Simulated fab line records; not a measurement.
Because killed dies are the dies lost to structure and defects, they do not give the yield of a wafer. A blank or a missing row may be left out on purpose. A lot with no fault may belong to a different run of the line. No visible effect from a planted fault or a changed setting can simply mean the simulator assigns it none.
Which tool did it? + flow gf180mcu + 6 lots, 18 wafers sampled, at 3 steps of a route of 602

== WHAT THE GAUGES SHOWED, per wafer ==
GF_CONTACT_THK_MEAS_01.
| lot  | measured     | on            | CONTACT_CVD_00_THK (nm)             |
|------|--------------|---------------|-------------------------------------|
| L750 | day 17 18:49 | film-metro-03 | 298.1 302.6 297.3                   |
| L755 | day 19 06:02 | film-metro-03 | 356.1 361.4 363.5 356.0 361.5 363.2 |
| L758 | day 20 18:13 | film-metro-03 | 298.0 302.4 302.9                   |
| L761 | day 21 09:52 | film-metro-03 | 298.0 297.1 299.5                   |
| L764 | day 22 06:51 | film-metro-03 | 297.0 300.8 304.3                   |
| L766 | day 23 09:36 | film-metro-04 | 297.6 299.0 301.1                   |

== WHICH TOOL RAN EACH LOT (tool, then ch and the chambers of the sampled wafers, then the start) ==
| lot  | GF_SALICIDE_SPUTTER_02       | GF_CONTACT_CVD_00                |
|------|------------------------------|----------------------------------|
| L750 | pvd-sputter-01, day 17 18:09 | hdpcvd-01 ch 1,2, day 17 18:46   |
| L755 | pvd-sputter-04, day 19 05:27 | hdpcvd-02 ch 0,1,2, day 19 05:58 |
| L758 | pvd-sputter-02, day 20 17:37 | hdpcvd-01 ch 0,1,2, day 20 18:09 |
| L761 | pvd-sputter-01, day 21 09:18 | hdpcvd-01 ch 0,2, day 21 09:50   |
| L764 | pvd-sputter-04, day 22 06:17 | hdpcvd-02 ch 0,1,2, day 22 06:49 |
| L766 | pvd-sputter-02, day 23 09:01 | hdpcvd-02 ch 0,1, day 23 09:33   |
- GF_SALICIDE_SPUTTER_02: material Co, target thk 10 nm, time 20 s.
- GF_CONTACT_CVD_00: deposits SiO2, target thk 300 nm, time 50 s.

== THE ANSWER, worked out from the rows above alone ==
Rule: the lots themselves supply what counts as usual. Put in order of their means at a reading, lots are off if they are a third of the lots or fewer, leave a main group of 4 or more, and stand apart from it by a gap of 3 or more times the standard deviation of the main group's means; of several such gaps the widest counts. A main group is skipped when, at the precision printed for the reading in the tables above, its means are all equal. Also off: a lot with no number at a reading for which 4 or more lots have one. Where the step has rows for the other lots, those lots are counted as sound.
Off: L755, at GF_CONTACT_THK_MEAS_01 (CONTACT_CVD_00_THK). Main group: mean 299.7 nm, sd 1.1.
A tool fits if, at a process step before that reading, it ran every lot that is off, and no sound lot after the first of them. Those tools and the gauges at GF_CONTACT_THK_MEAS_01 are tried in the same way. No candidate that was tried fits.

== WHAT THE SIMULATOR HAD INSERTED ==
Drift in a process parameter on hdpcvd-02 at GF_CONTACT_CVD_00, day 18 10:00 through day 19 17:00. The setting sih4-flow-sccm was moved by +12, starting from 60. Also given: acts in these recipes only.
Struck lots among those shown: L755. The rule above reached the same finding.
